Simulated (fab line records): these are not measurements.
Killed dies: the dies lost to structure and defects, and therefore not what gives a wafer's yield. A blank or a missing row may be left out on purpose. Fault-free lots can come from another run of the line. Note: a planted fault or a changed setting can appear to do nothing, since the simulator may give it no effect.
What tool caused it?    flow gf180mcu    14 lots with 42 wafers sampled at 4 steps, on a route of 602 steps

WHAT THE GAUGES SHOWED, per wafer
GF_STI_THK_MEAS_30. Usual: STI_OXIDATION_02_THK gives 9.95 nm (standard deviation 0.21).
lot   measured     on             STI_OXIDATION_02_THK (nm)  flag
L560  day 2 06:19  film-metro-02  10.00 10.02 10.03          
L561  day 2 11:04  film-metro-02  10.17 10.36 10.23          
L562  day 2 16:26  film-metro-02  9.86 9.82 9.77             
L563  day 2 23:50  film-metro-03  10.01 9.98 10.18           
L564  day 3 03:36  film-metro-02  9.73 9.74 9.86             
L566  day 3 15:26  film-metro-03  10.29 10.26 10.24          
L567  day 3 19:55  film-metro-04  9.49 9.61 9.48             
L568  day 3 23:35  film-metro-03  9.79 9.79 9.89             
L569  day 4 04:01  film-metro-02  10.05 10.12 9.93           
L571  day 4 16:12  film-metro-03  9.76 10.02 9.82            
L575  day 5 11:55  film-metro-03  9.82 9.92 9.90             
L576  day 5 16:26  film-metro-04  9.80 9.75 9.96             
L578  day 6 06:17  film-metro-04  9.68 9.71 9.41             
L582  day 6 23:04  film-metro-02  10.02 10.07 10.07          

GF_DUAL_GATE_OVL_MEAS_11. Usual: DUAL_GATE_OVL gives 0.3 nm (standard deviation 1.4).
lot   measured      on          DUAL_GATE_OVL (nm)  flag
L560  day 8 08:40   overlay-02  -0.7 2.0 2.7        
L561  day 8 15:29   overlay-01  -2.2 -1.9 -2.3      
L562  day 8 21:59   overlay-02  1.6 1.5 0.0         
L563  day 9 08:16   overlay-01  -0.2 -2.4 -0.1      
L564  day 9 16:06   overlay-01  0.4 -1.4 1.0        
L566  day 10 04:53  overlay-01  -1.1 -2.3 -2.7      
L567  day 10 09:48  overlay-01  -1.1 -0.5 0.7       
L568  day 10 13:58  overlay-02  1.0 2.7 1.9         
L569  day 10 19:59  overlay-01  0.1 1.4 0.3         
L571  day 11 12:16  overlay-02  1.5 1.6 1.9         
L575  day 12 15:27  overlay-02  4.7 4.5 5.1         OFF
L576  day 13 01:05  overlay-01  2.3 0.7 1.7         
L578  day 13 15:17  overlay-02  6.4 4.5 5.0         OFF
L582  day 14 13:06  overlay-01  1.9 0.9 1.9         

GF_CONTACT_OVL_MEAS_15. Usual: CONTACT_OVL gives 0 nm (standard deviation 6).
lot   measured      on          CONTACT_OVL (nm)  flag
L560  day 16 03:49  overlay-02  6 0 9             
L561  day 16 17:11  overlay-02  2 0 0             
L562  day 16 23:02  overlay-01  7 -1 2            
L563  day 17 10:14  overlay-01  -18 -11 -7        
L564  day 17 18:38  overlay-01  2 -8 -9           
L566  day 18 13:59  overlay-02  -4 2 -2           
L567  day 18 19:28  overlay-01  4 -7 -8           
L568  day 18 23:07  overlay-02  9 4 -3            
L569  day 19 11:56  overlay-01  -16 -9 -5         
L571  day 20 05:43  overlay-01  -5 2 -4           
L575  day 21 14:34  overlay-02  6 2 -8            
L576  day 22 02:41  overlay-01  9 10 3            
L578  day 22 19:47  overlay-01  -1 1 9            
L582  day 23 18:22  overlay-01  -2 -7 -2          

WHICH TOOL RAN EACH LOT (tool, then ch and the chambers of the sampled wafers, then the start)
lot   GF_DUAL_GATE_EXPOSE_08
L560  iline-stepper-02 ch 0, day 8 00:23
L561  iline-stepper-01 ch 0, day 8 07:20
L562  iline-stepper-01 ch 0, day 8 14:26
L563  iline-stepper-02 ch 0, day 8 23:50
L564  iline-stepper-01 ch 0, day 9 06:54
L566  iline-stepper-01 ch 0, day 9 20:25
L567  iline-stepper-02 ch 0, day 10 00:53
L568  iline-stepper-02 ch 0, day 10 05:43
L569  iline-stepper-01 ch 0, day 10 11:09
L571  iline-stepper-02 ch 0, day 11 03:16
L575  iline-stepper-02 ch 0, day 12 06:20
L576  iline-stepper-01 ch 0, day 12 15:04
L578  iline-stepper-02 ch 0, day 13 05:17
L582  iline-stepper-01 ch 0, day 14 02:35
- GF_DUAL_GATE_EXPOSE_08: exposes mask Dualgate, target cd 700 nm.

WHAT THE TOOLS THEMSELVES READ (means of the sampled wafers that have a number; where no wafer has one, the mark that the record gives instead)
The record holds no such reading with a usual standard deviation.

THE ANSWER, worked out from the rows above alone
Rule: take the mean of a lot's wafers that have a number; if it is more than 3 standard deviations from the usual mean, the lot is off. Also off: a lot with no number at a reading for which 4 or more lots have one. The other lots that the step has rows for count as sound. After the gauges, taken in route order, come the tools' own readings; for these a lot's mean is taken, as printed above. At the first step where some lot is off, the reading lying furthest off is the one used; lots without a number count as furthest.
Off: L575, L578, seen at GF_DUAL_GATE_OVL_MEAS_11 (DUAL_GATE_OVL).
If a tool, at a process step before that reading, ran all the lots that are off and no sound lot after the first of them, it fits. Gauges at GF_DUAL_GATE_OVL_MEAS_11: tried the same way as those tools. 2 tools fit, iline-stepper-02 at GF_DUAL_GATE_EXPOSE_08 and overlay-02 at GF_DUAL_GATE_OVL_MEAS_11, so this cannot tell which one it is.

WHAT HAD BEEN PUT IN BY THE SIMULATOR
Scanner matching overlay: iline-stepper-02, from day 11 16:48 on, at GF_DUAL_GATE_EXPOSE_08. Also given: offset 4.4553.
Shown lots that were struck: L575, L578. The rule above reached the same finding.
